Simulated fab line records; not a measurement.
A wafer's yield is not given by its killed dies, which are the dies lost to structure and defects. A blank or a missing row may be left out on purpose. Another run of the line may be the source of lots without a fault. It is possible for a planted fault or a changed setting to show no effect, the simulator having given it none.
Matching of chambers -- flow sky130 -- cmp-01 running SKY_VIA2_CMP_02: 4 sister chambers
The step polishes SiO2. 4 wafers are shown with their chamber, then 8 later ones without.

WAFERS WITH THEIR CHAMBER
wafer,chamber,motor current A (A)
L085.1,1,11.9
L085.2,0,11.1
L085.3,2,13.8
L090.1,3,15.5

WAFERS WITH NO CHAMBER GIVEN
wafer,motor current A (A)
L090.2,11.3
L090.5,12.6
L092.1,11.1
L092.2,12.9
L092.5,12.0
L094.4,13.8
L094.5,14.6
L094.6,11.6

WHICH CHAMBER EACH WENT THROUGH
wafer,from the rows above,in truth
L090.2,can't be placed: 0 or 1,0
L090.5,can't be placed: 1 or 2 or 0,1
L092.1,can't be placed: 0 or 1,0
L092.2,can't be placed: 2 or 1 or 0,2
L092.5,can't be placed: 1 or 0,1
L094.4,2,2
L094.5,can't be placed: 2 or 3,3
L094.6,can't be placed: 1 or 0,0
Correctly placed: 1 of 8. Cannot be placed on the basis of these rows: 7; the candidates contain the true chamber in 7. 0 placed wrongly.
How it was worked out, from the rows above alone: a wafer's distance from a chamber is the root of the sum, over the readings, of the square of ((its reading less the chamber's mean) divided by the reading's scatter). If the next closest chamber is less than 2 further off than the closest, the wafer can't be placed; otherwise it belongs to the closest. Each chamber's mean is taken over the wafers shown for it. The scatter: root of mean squared gap, hidden wafer to nearest shown wafer, with one shown wafer a chamber.
